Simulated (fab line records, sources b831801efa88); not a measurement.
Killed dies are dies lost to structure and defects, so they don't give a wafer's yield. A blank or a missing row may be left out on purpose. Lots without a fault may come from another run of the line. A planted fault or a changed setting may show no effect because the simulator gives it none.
One fault seen from 2 desks | flow sky130 | each desk has only its own numbers; what lay behind them comes last

THE METROLOGY DESK
What the gauges read, lot by lot, whatever tool the lot ran on: means of the sampled wafers that have a number. A lot is out of limits, marked OUT, if its mean lies more than 4 standard deviations from the usual mean; the brackets give that distance.
Columns: A = LDD_HVN_TW at SKY_LDD_HVN_TW_MEAS_10, usual 1448; B = SD_P_TW at SKY_SD_P_TW_MEAS_11, usual 2851; C = SD_P_RS at SKY_SD_N_RS_MEAS_17, usual 147.1 ohm/sq; D = cd_nm at SKY_LI_CONTACT_CD_MEAS_12, usual 170.0 nm
lot  | first seen here | A    | B              | C               | D
L605 | day 19 23:44    | 1449 | 2845           | 147.0           | 171.0
L607 | day 21 06:05    | 1448 | 2878           | 147.1           | 168.4
L608 | day 21 15:44    | 1452 | 2841           | 147.0           | 167.6
L611 | day 22 17:02    | 1447 | 2843           | 147.1           | 170.2
L614 | day 23 15:04    | 1452 | 2839           | 147.4           | 170.6
L615 | day 24 13:13    | 1446 | 2848           | 147.2           | 167.9
L617 | day 24 23:29    | 1445 | 3013 (+12) OUT | 133.2 (-39) OUT | 169.7
L618 | day 25 03:08    | 1441 | 3008 (+12) OUT | 133.1 (-39) OUT | 171.6
L626 | day 28 01:19    | 1440 | 2844           | 146.7           | 170.1
L627 | day 28 02:25    | 1445 | 2846           | 146.5           | 171.8
L628 | day 28 12:20    | 1443 | 2862           | 147.1           | 172.7
This desk's finding: out of limits on L617, L618; first on L617, day 29 20:53 (SD_P_TW at SKY_SD_P_TW_MEAS_11). In limits: L605, L607, L608, L611, L614, L615, L626, L627, L628.

THE TOOL OWNER'S DESK: implanter-02
The tool's own readings at SKY_SD_P_IMPLANT_09: means of the sampled wafers that have a number, for each lot that ran on this tool. A lot is out of limits, marked OUT, if its mean lies more than 4 standard deviations from the usual mean; the brackets give that distance.
Columns: A = beam_energy_keV at SKY_SD_P_IMPLANT_09, usual 19.999
lot  | first seen here | A
L614 | day 28 13:47    | 19.998
L617 | day 29 20:38    | 24.594 (+99 or more) OUT
L618 | day 29 23:42    | 24.594 (+99 or more) OUT
L627 | day 32 19:42    | 19.992
This desk's finding: out of limits on L617, L618; first on L617, day 29 20:38 (beam_energy_keV at SKY_SD_P_IMPLANT_09). In limits: L614, L627.

PUT TOGETHER
The tool owner's desk could have raised an alarm at day 29 20:38, on L617, L618.
The metrology desk could have raised an alarm at day 29 20:53, on L617, L618.
Of the lots named, all ran SKY_SD_P_IMPLANT_09 on implanter-02.

WHAT THE SIMULATOR HAD PUT IN
Process parameter drift: implanter-02, from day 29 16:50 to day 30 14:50, at SKY_SD_P_IMPLANT_09. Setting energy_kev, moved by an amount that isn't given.
Lots struck among those shown: L617, L618.
Hours from the fault's start to each desk's first reading out of limits: the tool owner's desk, 4; the metrology desk, 4.
